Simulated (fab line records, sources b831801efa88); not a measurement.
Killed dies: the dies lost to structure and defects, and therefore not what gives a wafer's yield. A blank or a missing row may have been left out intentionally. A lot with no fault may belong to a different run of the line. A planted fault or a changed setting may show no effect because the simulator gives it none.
The tool behind it: which one? -- flow sky130 -- 6 lots, 18 wafers sampled, at 4 steps of a route of 708

## WHAT THE GAUGES READ, wafer by wafer
SKY_LDD_HVN_TW_MEAS_10.
lot,measured,on,LDD_HVN_TW
L522,day 20 15:52,filmMetro-03,1432 1436 1428
L524,day 21 12:22,filmMetro-04,1456 1438 1442
L528,day 22 20:44,filmMetro-04,1447 1449 1443
L536,day 25 20:06,filmMetro-03,1432 1433 1436
L540,day 27 01:43,filmMetro-02,1469 1446 1457
L544,day 28 08:43,filmMetro-03,1449 1438 1448

## WHICH TOOL RAN EACH LOT (tool, then ch and the chambers of the sampled wafers, then the start)
lot,SKY_GATE_OXIDE_STRIP_13,SKY_POLY_GATE_ETCH_17,SKY_LDD_P_STRIP_10
L522,"plasmaAsher-04 ch 0,1, day 14 01:10","rieSi-01 ch 0,1,2, day 16 18:28","plasmaAsher-04 ch 0,1, day 19 08:26"
L524,"plasmaAsher-04 ch 0,1, day 14 18:52","rieSi-02 ch 0,1,2, day 17 12:16","plasmaAsher-04 ch 0,1, day 20 05:14"
L528,"plasmaAsher-02 ch 0,1, day 16 02:59","rieSi-02 ch 0,1,3, day 18 20:28","plasmaAsher-02 ch 0,1, day 21 14:07"
L536,"plasmaAsher-01 ch 0,1, day 19 03:49","rieSi-02 ch 0,1,2, day 21 23:55","plasmaAsher-02 ch 0,1, day 24 14:35"
L540,"plasmaAsher-02 ch 0,1, day 20 09:11","rieSi-02 ch 1,3, day 23 05:34","plasmaAsher-01 ch 0,1, day 25 20:25"
L544,"plasmaAsher-01 ch 0,1, day 21 22:43","rieSi-02 ch 0,1,3, day 24 14:58","plasmaAsher-04 ch 0,1, day 27 03:58"
- SKY_GATE_OXIDE_STRIP_13: strips in O2/N2.
- SKY_POLY_GATE_ETCH_17: etches poly-Si in HBr/Cl2, stops on SiO2, target depth 180 nm, time 70.5 s.
- SKY_LDD_P_STRIP_10: strips in O2/N2.

## THE ANSWER, worked out from the rows above alone
Rule: the usual values come from the lots themselves. The widest of any qualifying gaps counts: lots, ordered by their means at a reading, are off when they make up no more than a third of the lots, leave a main group of 4 or more, and stand apart from it by 3 or more times the standard deviation of that group's means. If all means in a main group match to the digits the tables above print for the reading, that group is not used. Also off: a lot with no number at a reading for which 4 or more lots have one. The other lots that the step has rows for count as sound.
Across all readings shown, no lot is off: no conclusion can be drawn from this.

## WHAT THE SIMULATOR HAD PUT IN
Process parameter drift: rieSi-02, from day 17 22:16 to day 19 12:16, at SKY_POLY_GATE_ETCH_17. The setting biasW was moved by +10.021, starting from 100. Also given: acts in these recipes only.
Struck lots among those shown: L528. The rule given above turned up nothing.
